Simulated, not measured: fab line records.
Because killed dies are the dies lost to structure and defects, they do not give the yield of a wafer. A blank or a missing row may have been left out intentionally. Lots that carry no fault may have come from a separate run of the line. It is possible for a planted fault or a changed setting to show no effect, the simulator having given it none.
Which tool is to blame? -- flow sky130 -- 42 wafers from 14 lots sampled at 3 of the route's 708 steps

## WHAT THE GAUGES READ, wafer by wafer
SKY_VT_ADJUST_NCORE_CD_MEAS_07: target cd 380 nm.
lot,measured,on,cd_nm (nm)
L701,day 8 09:48,cd_sem-01,380.8 382.5 380.6
L703,day 9 00:10,cd_sem-01,381.3 383.7 382.9
L704,day 9 08:35,cd_sem-02,376.8 377.2 379.0
L706,day 9 22:26,cd_sem-02,379.2 379.6 378.8
L707,day 10 08:34,cd_sem-02,384.4 383.0 382.4
L712,day 12 04:26,cd_sem-02,378.1 379.5 376.8
L713,day 12 08:13,cd_sem-01,377.2 377.5 377.7
L714,day 12 15:41,cd_sem-02,379.8 382.0 379.9
L717,day 13 11:40,cd_sem-01,381.5 380.8 381.2
L718,day 13 16:21,cd_sem-01,374.9 379.5 378.3
L719,day 14 00:50,cd_sem-02,381.6 377.2 381.1
L721,day 14 22:54,cd_sem-01,379.0 380.1 380.0
L724,day 15 06:50,cd_sem-01,381.8 380.9 380.8
L723,day 15 06:55,cd_sem-02,384.0 383.2 380.4

SKY_LI_CONTACT_CD_MEAS_12: target cd 170 nm.
lot,measured,on,cd_nm (nm)
L701,day 28 23:48,cd_sem-01,169.1 169.6 168.7
L703,day 29 16:23,cd_sem-01,170.2 170.6 172.7
L704,day 30 05:08,cd_sem-01,168.5 168.0 169.3
L706,day 30 20:46,cd_sem-02,171.2 170.9 171.0
L707,day 31 08:04,cd_sem-02,169.7 170.8 171.4
L712,day 33 04:14,cd_sem-02,171.2 171.0 170.2
L713,day 33 11:02,cd_sem-01,169.5 171.1 168.6
L714,day 33 19:53,cd_sem-01,169.1 169.1 169.1
L717,day 34 12:43,cd_sem-02,168.3 168.3 168.2
L718,day 34 23:44,cd_sem-01,169.4 169.3 169.4
L719,day 35 08:23,cd_sem-01,172.1 173.4 173.9
L721,day 36 03:59,cd_sem-02,165.9 166.2 167.5
L724,day 36 11:01,cd_sem-01,169.2 168.1 168.3
L723,day 36 12:50,cd_sem-01,171.2 169.2 170.8

## WHAT TOOL EACH LOT RAN ON (gives the tool, then ch and the chambers of the sampled wafers, and finally the start)
lot,SKY_SONOS_TUNNEL_COAT_02
L701,"litho_track-02 ch 0, day 10 17:43"
L703,"litho_track-01 ch 0, day 11 09:53"
L704,"litho_track-02 ch 0, day 11 18:37"
L706,"litho_track-03 ch 0, day 12 10:32"
L707,"litho_track-03 ch 0, day 12 20:56"
L712,"litho_track-03 ch 0, day 14 19:37"
L713,"litho_track-03 ch 0, day 15 01:11"
L714,"litho_track-02 ch 0, day 15 07:16"
L717,"litho_track-02 ch 0, day 16 07:05"
L718,"litho_track-02 ch 0, day 16 11:25"
L719,"litho_track-02 ch 0, day 16 21:28"
L721,"litho_track-01 ch 0, day 17 20:07"
L724,"litho_track-03 ch 0, day 18 06:26"
L723,"litho_track-02 ch 0, day 18 06:40"
- SKY_SONOS_TUNNEL_COAT_02: resist thk 1140 nm.

## AS READ BY THE TOOLS THEMSELVES (means over the sampled wafers that have a number; for cases with no such wafer, the mark the record gives instead)
SKY_SONOS_TUNNEL_COAT_02.
lot,tool,spin_speed_rpm (rpm)
L701,litho_track-02,3000.1
L703,litho_track-01,2998.5
L704,litho_track-02,3000.7
L706,litho_track-03,2998.9
L707,litho_track-03,2998.5
L712,litho_track-03,3096.9
L713,litho_track-03,3097.1
L714,litho_track-02,3002.0
L717,litho_track-02,2999.9
L718,litho_track-02,3000.3
L719,litho_track-02,2997.9
L721,litho_track-01,3003.2
L724,litho_track-03,2998.6
L723,litho_track-02,3001.4

## THE ANSWER, worked out from the rows above alone
Rule: the usual values come from the lots themselves. Put in order of their means at a reading, lots are off if they are a third of the lots or fewer, leave a main group of 4 or more, and stand apart from it by a gap of 3 or more times the standard deviation of the main group's means; of several such gaps the widest counts. A main group is skipped when, at the precision printed for the reading in the tables above, its means are all equal. A lot without any number at a reading at which 4 lots or more have one is off too. The other lots that the step has rows for count as sound. Order of review: gauges by route order, followed by the tools' own readings, for which a lot's mean as printed above is used. At the first step where some lot is off, the reading lying furthest off is the one used; lots without a number count as furthest.
Off: L712, L713 (SKY_SONOS_TUNNEL_COAT_02, spin_speed_rpm). Main group: mean 3000.0 rpm, sd 1.6.
A tool fits if, at that step or a process step before it, it ran every lot that is off, and no sound lot after the first of them. None of those tried fits.

## WHAT THE SIMULATOR HAD INSERTED
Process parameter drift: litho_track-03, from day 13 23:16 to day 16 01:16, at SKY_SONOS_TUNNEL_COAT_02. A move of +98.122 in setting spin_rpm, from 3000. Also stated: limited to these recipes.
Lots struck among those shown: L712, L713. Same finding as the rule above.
